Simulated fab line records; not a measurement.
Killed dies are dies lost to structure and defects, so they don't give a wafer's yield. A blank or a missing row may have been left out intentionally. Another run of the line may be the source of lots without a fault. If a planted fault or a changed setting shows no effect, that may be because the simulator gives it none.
Which tool did it? | flow gf180mcu | 12 lots, 36 wafers sampled, at 5 steps of a route of 602

WHAT EACH GAUGE READ, for each wafer
GF_STI_CD_MEAS_12 targets a cd of 220 nm. Usual: cd nm at 220.1 nm, with a standard deviation of 1.2.
lot  | measured    | on        | cd nm (nm)        | flag
L592 | day 2 02:17 | cd sem-02 | 219.7 220.5 220.5 |
L593 | day 2 06:34 | cd sem-01 | 219.7 219.5 220.0 |
L594 | day 2 11:07 | cd sem-02 | 219.7 220.0 219.7 |
L595 | day 2 16:55 | cd sem-02 | 217.8 217.6 219.1 |
L596 | day 2 22:20 | cd sem-01 | 220.1 221.1 221.5 |
L597 | day 3 03:49 | cd sem-02 | 219.1 219.4 219.6 |
L598 | day 3 08:28 | cd sem-02 | 219.0 218.7 218.3 |
L599 | day 3 13:17 | cd sem-01 | 220.9 218.6 218.5 |
L600 | day 3 18:44 | cd sem-02 | 221.0 220.7 220.7 |
L603 | day 4 11:12 | cd sem-01 | 220.0 219.6 220.2 |
L607 | day 5 06:45 | cd sem-01 | 223.0 222.1 222.4 |
L612 | day 6 08:07 | cd sem-01 | 220.8 219.6 221.0 |

GF_NWELL_TW_MEAS_11. Usual: NWELL_TW typically reads 1566, with standard deviation 19.
lot  | measured    | on            | NWELL_TW       | flag
L592 | day 3 07:42 | film metro-02 | 1551 1544 1537 |
L593 | day 3 12:34 | film metro-04 | 1585 1585 1585 |
L594 | day 3 20:20 | film metro-02 | 1546 1545 1549 |
L595 | day 4 00:10 | film metro-04 | 1586 1587 1602 |
L596 | day 4 04:45 | film metro-02 | 1544 1552 1536 |
L597 | day 4 11:37 | film metro-04 | 1586 1595 1592 |
L598 | day 4 16:23 | film metro-02 | 1539 1542 1545 |
L599 | day 4 20:33 | film metro-04 | 1582 1578 1590 |
L600 | day 5 03:58 | film metro-02 | 1543 1553 1544 |
L603 | day 5 20:56 | film metro-01 | 1573 1574 1576 |
L607 | day 6 17:13 | film metro-02 | 1555 1542 1555 |
L612 | day 7 20:41 | film metro-01 | 1584 1582 1573 |

GF_HV_LDD_CD_MEAS_19 targets a cd of 400 nm. Usual: cd nm at 399.8 nm, with a standard deviation of 2.2.
lot  | measured     | on        | cd nm (nm)        | flag
L592 | day 10 20:38 | cd sem-02 | 399.2 398.3 397.9 |
L593 | day 11 03:16 | cd sem-01 | 402.1 400.4 400.1 |
L594 | day 11 10:42 | cd sem-02 | 400.4 399.8 401.5 |
L595 | day 11 18:10 | cd sem-01 | 401.5 399.4 401.8 |
L596 | day 12 00:10 | cd sem-01 | 397.5 395.2 398.6 |
L597 | day 12 18:22 | cd sem-01 | 399.9 398.1 396.7 |
L598 | day 12 18:37 | cd sem-01 | 401.1 401.1 400.0 |
L599 | day 12 18:45 | cd sem-01 | 399.3 399.1 398.6 |
L600 | day 13 15:49 | cd sem-01 | 403.9 403.8 404.6 |
L603 | day 14 04:17 | cd sem-01 | 379.8 382.9 381.8 | OFF
L607 | day 15 16:12 | cd sem-02 | 379.0 378.9 378.5 | OFF
L612 | day 17 09:55 | cd sem-02 | 400.1 399.0 399.0 |

GF_HV_LDD_CD_MEAS_31 targets a cd of 400 nm. Usual: cd nm at 400.3 nm, with a standard deviation of 2.3.
lot  | measured     | on        | cd nm (nm)        | flag
L592 | day 11 15:05 | cd sem-01 | 398.9 402.0 397.7 |
L593 | day 11 21:52 | cd sem-02 | 397.4 397.6 396.7 |
L594 | day 12 14:30 | cd sem-01 | 402.3 402.0 402.3 |
L595 | day 12 15:48 | cd sem-01 | 400.7 400.6 400.9 |
L596 | day 12 17:41 | cd sem-01 | 398.1 398.0 397.1 |
L597 | day 13 14:36 | cd sem-01 | 396.7 398.0 398.6 |
L598 | day 13 14:58 | cd sem-01 | 401.3 404.5 402.2 |
L599 | day 13 15:31 | cd sem-01 | 400.8 402.3 400.8 |
L600 | day 14 12:56 | cd sem-01 | 403.4 402.5 403.2 |
L603 | day 15 01:05 | cd sem-02 | 396.4 397.6 395.1 |
L607 | day 16 15:03 | cd sem-01 | 402.0 400.7 402.5 |
L612 | day 18 09:48 | cd sem-01 | 401.7 402.0 400.5 |

WHAT TOOL EACH LOT RAN ON (gives the tool, then ch and the chambers of the sampled wafers, and finally the start)
lot  | GF_HV_LDD_EXPOSE_16
L592 | iline stepper-01 ch 0, day 10 11:56
L593 | iline stepper-01 ch 0, day 10 17:43
L594 | iline stepper-01 ch 0, day 11 02:15
L595 | iline stepper-01 ch 0, day 11 09:06
L596 | iline stepper-01 ch 0, day 11 15:07
L597 | iline stepper-02 ch 0, day 12 10:40
L598 | iline stepper-02 ch 0, day 12 10:53
L599 | iline stepper-02 ch 0, day 12 11:02
L600 | iline stepper-01 ch 0, day 13 06:12
L603 | iline stepper-02 ch 0, day 13 17:44
L607 | iline stepper-02 ch 0, day 15 05:53
L612 | iline stepper-01 ch 0, day 16 22:08
- GF_HV_LDD_EXPOSE_16: exposes mask Pplus LV AREA, target cd 400 nm.

WHAT THE TOOLS THEMSELVES READ (means of the sampled wafers that have a number; where no wafer has one, the mark that the record gives instead)
GF_HV_LDD_EXPOSE_16. Usual: exposure dose mJ cm2 at 139.98, with a standard deviation of 0.16.
lot  | tool             | exposure dose mJ cm2 | flag
L592 | iline stepper-01 | 139.90               |
L593 | iline stepper-01 | 140.22               |
L594 | iline stepper-01 | 140.15               |
L595 | iline stepper-01 | 139.91               |
L596 | iline stepper-01 | 140.14               |
L597 | iline stepper-02 | 139.98               |
L598 | iline stepper-02 | 139.87               |
L599 | iline stepper-02 | 140.06               |
L600 | iline stepper-01 | 140.02               |
L603 | iline stepper-02 | 131.22               | OFF
L607 | iline stepper-02 | 131.13               | OFF
L612 | iline stepper-01 | 140.02               |

THE ANSWER, worked out from the rows above alone
Rule: a lot is off if the mean of its wafers that have a number lies more than 3 standard deviations from the usual mean. A lot without any number at a reading at which 4 lots or more have one is off too. Any other lot the step has rows for is counted as sound. First the gauges in route order, then the tools' own readings, where a lot's mean is used as printed above. At the first step where some lot is off, the reading lying furthest off is the one used; lots without a number count as furthest.
Off at GF_HV_LDD_CD_MEAS_19 (cd nm): L603, L607.
If a tool, at a process step before that reading, ran all the lots that are off and no sound lot after the first of them, it fits. Not tried: the gauges at GF_HV_LDD_CD_MEAS_19; whatever is off there is also off at GF_HV_LDD_EXPOSE_16, on other tools, and gauge error can't account for it. One fits: GF_HV_LDD_EXPOSE_16 on iline stepper-02. Its last sound lot is L599 (day 12 11:02), its first lot that is off L603 (day 13 17:44): a fault that began between those two fits.
The tool's own readings at GF_HV_LDD_EXPOSE_16 bear it out: on the lots that are off they differ by more than 5 times the standard deviation of the sound lots' means. exposure dose mJ cm2 reads 131.18 there against 140.03 on the sound lots.

WHAT HAD BEEN PUT IN BY THE SIMULATOR
Drift in process parameters on iline stepper-02 at GF_HV_LDD_EXPOSE_16, starting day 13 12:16. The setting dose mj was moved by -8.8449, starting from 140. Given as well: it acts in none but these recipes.
Lots struck among those shown: L603, L607. The same result came from the rule above.
